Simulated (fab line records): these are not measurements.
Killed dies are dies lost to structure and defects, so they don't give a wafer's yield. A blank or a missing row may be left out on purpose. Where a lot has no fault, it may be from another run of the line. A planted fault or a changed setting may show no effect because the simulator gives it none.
Which of the tools did it? ; flow sky130 ; Sampling: 12 lots, 36 wafers, 3 of 708 route steps

## WHAT EACH GAUGE READ, for each wafer
SKY_METAL4_CD_MEAS_13: target cd 300 nm.
lot;measured;on;cd_nm (nm)
L075;day 41 19:04;cd_sem-02;302.1 301.3 301.6
L077;day 42 10:34;cd_sem-01;300.4 299.2 297.9
L079;day 43 04:43;cd_sem-02;300.5 299.8 300.9
L081;day 43 19:32;cd_sem-01;299.2 299.8 298.1
L083;day 44 11:42;cd_sem-01;299.2 300.8 298.5
L085;day 44 17:35;cd_sem-02;301.9 300.8 301.4
L087;day 45 11:52;cd_sem-02;300.2 302.5 300.8
L089;day 45 22:44;cd_sem-01;298.3 296.8 297.3
L091;day 46 10:28;cd_sem-02;300.4 299.9 299.5
L094;day 47 05:13;cd_sem-01;300.4 301.4 301.3
L095;day 47 07:17;cd_sem-01;301.3 298.6 300.3
L097;day 47 16:29;cd_sem-02;301.1 302.3 299.9

## WHICH TOOL RAN EACH LOT (tool, then ch and the chambers of the sampled wafers, then the start)
lot;SKY_VIA2_CMP_02;SKY_METAL3_ETCH_17
L075;cmp-02 ch 0,3, day 35 06:49;rie_diel-04 ch 0,2,3, day 38 14:53
L077;cmp-01 ch 1,2,3, day 35 23:01;rie_diel-02 ch 0,1,2, day 39 06:07
L079;cmp-01 ch 1,2,3, day 36 20:08;rie_diel-04 ch 0,2,3, day 40 02:44
L081;cmp-01 ch 0,2,3, day 37 10:41;rie_diel-01 ch 0,1, day 40 16:12
L083;cmp-01 ch 0,2, day 38 04:38;rie_diel-02 ch 0,2, day 41 10:28
L085;cmp-02 ch 1,2, day 38 14:55;rie_diel-04 ch 0,1, day 41 18:05
L087;cmp-02 ch 1,2,3, day 39 09:40;rie_diel-01 ch 0,2, day 42 12:35
L089;cmp-01 ch 1,2,3, day 40 00:53;rie_diel-04 ch 0,1,2, day 43 03:24
L091;cmp-01 ch 1,2,3, day 40 12:49;rie_diel-01 ch 0,1, day 43 13:56
L094;cmp-01 ch 0,1,3, day 41 10:08;rie_diel-04 ch 0,1, day 44 10:35
L095;cmp-01 ch 1,2,3, day 41 13:23;rie_diel-04 ch 2,3, day 44 12:44
L097;cmp-01 ch 0,1,3, day 42 00:06;rie_diel-04 ch 0,1, day 44 23:17
- SKY_VIA2_CMP_02: polishes SiO2.
- SKY_METAL3_ETCH_17: etches SiO2 in C4F8/O2/Ar, stops on TiN, time 3.9 s, target depth 15 nm.

## THE ANSWER, worked out from the rows above alone
Rule: what is usual is taken from the lots themselves. The widest of any qualifying gaps counts: lots, ordered by their means at a reading, are off when they make up no more than a third of the lots, leave a main group of 4 or more, and stand apart from it by 3 or more times the standard deviation of that group's means. If all means in a main group match to the digits the tables above print for the reading, that group is not used. Also off: a lot with no number at a reading for which 4 or more lots have one. Any other lot the step has rows for is counted as sound.
No lot is off on any of the readings shown, so nothing can be concluded from this.

## WHAT WAS PUT IN BY THE SIMULATOR
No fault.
